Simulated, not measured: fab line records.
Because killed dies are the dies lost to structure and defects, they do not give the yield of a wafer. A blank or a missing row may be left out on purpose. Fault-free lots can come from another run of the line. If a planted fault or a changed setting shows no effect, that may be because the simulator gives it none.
8D (eight disciplines) problem report, filled in by code ; flow gf180mcu ; the parts of the form that need people (team, actions taken, sign-off) are left out

## 1. WHAT WENT WRONG
CONTACT_W_RS at GF_CONTACT_RS_MEAS_25 reads a mean of 0.354 ohm/sq on 1 wafer of 1 lot; wafers without a fault read 0.383 ohm/sq with a standard deviation of 0.0044. That is -6.6 standard deviations from the usual mean.
The step: measures by four-point-probe.
First observed at day 20 23:28: wafer L609.2, on film metro-02. Wafers with a number at this step in the record: 33, from 11 lots. Rule for "out", or "out of limits": more than 4 standard deviations from the usual mean. Any other wafer with a number is counted as sound.

## 2. WHAT IT IS AND WHAT IT IS NOT
question;is;is not
which readings at this step;CONTACT_W_RS;-
which lots;L609;L596, L597, L598, L603, L604, L606, L608, L612, L618, L619
which wafers of those lots;L609.2;L609.1, L609.6
read on which gauges;film metro-02;film metro-03, film metro-04
when;from day 20 23:28;"up to then (23 sound wafers); but 9 sound wafers of L612, L618, L619 came after"

## 3. SUSPECTS, AND WHAT RULES EACH OUT
Counting: any tool at a process step up to the reading remains a suspect provided it ran every lot that is out. Sound lots after the first of them don't rule it out here, since some wafers of a struck lot are sound.
- the gauge at GF_CONTACT_RS_MEAS_25: kept. All the wafers that are out were read on film metro-02, and no step on other tools shows them out.
- rie diel-03 at GF_CONTACT_ETCH_16 (etches BARC in N2/H2): kept. It processed L609, the lot that is out, at day 20 22:49, and its most recent sound lot before then was L604 at day 19 02:03.
- cvd w-02 at GF_CONTACT_CVD_24 (deposits W, target thk 300 nm, time 90.339 s): kept. It processed L609, the lot that is out, at day 20 23:22, and its most recent sound lot before then was L606 at day 20 01:47.
- At GF_CONTACT_ETCH_16 on rie diel-03, chamber 0 took the sound wafers of the same lots and chamber 2 took the wafers that are out.
The count leaves rie diel-03 at GF_CONTACT_ETCH_16, cvd w-02 at GF_CONTACT_CVD_24, and film metro-02 at GF_CONTACT_RS_MEAS_25.

## 4. THE CAUSE (what the simulator had put in)
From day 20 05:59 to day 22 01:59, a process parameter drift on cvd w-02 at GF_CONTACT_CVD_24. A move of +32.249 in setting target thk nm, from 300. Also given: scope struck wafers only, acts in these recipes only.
After counting, 3 suspects remain, this tool included.

## 5. THE EFFECT CHAIN, in route order
Rows list readings where the struck wafers' mean (over those with a number) sits beyond 3 standard deviations from the usual. Only readings whose record carries a usual standard deviation are examined. hours: median over the lots of the time between each lot's start at the first step of this table that gives one and its start at this step. sigmas: the change, counted in usual standard deviations.
hours;step;reading;usual;on struck wafers;change;sigmas
0;GF_CONTACT_RS_MEAS_25;CONTACT_W_RS;0.383 ohm/sq;0.354;-0.029;-6.6
0;GF_CONTACT_THK_MEAS_26;CONTACT_W_THK;298 nm;321;+23;+5.9
0;GF_CONTACT_CMP_27;time to endpoint s;75 s;87;+12;+3.4
Its process steps:
- GF_CONTACT_CMP_27: polishes, stops on SiO2, t overpolish 15 s, target thk 0 nm.

## 6. HOW IT WOULD HAVE BEEN CAUGHT EARLIER
In this record the first reading out of limits at a measuring or inspecting step was taken at day 20 23:28, 17 hours after the fault began at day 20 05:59.
No tool reading at GF_CONTACT_CVD_24 that has a usual standard deviation in the record was out on any struck wafer, so an alarm limit of 4 standard deviations on those readings would not have fired.
Lots out: 1; all had begun GF_CONTACT_CVD_24 on cvd w-02 by day 20 23:28. Tool hold at that time: it would have spared none of them.
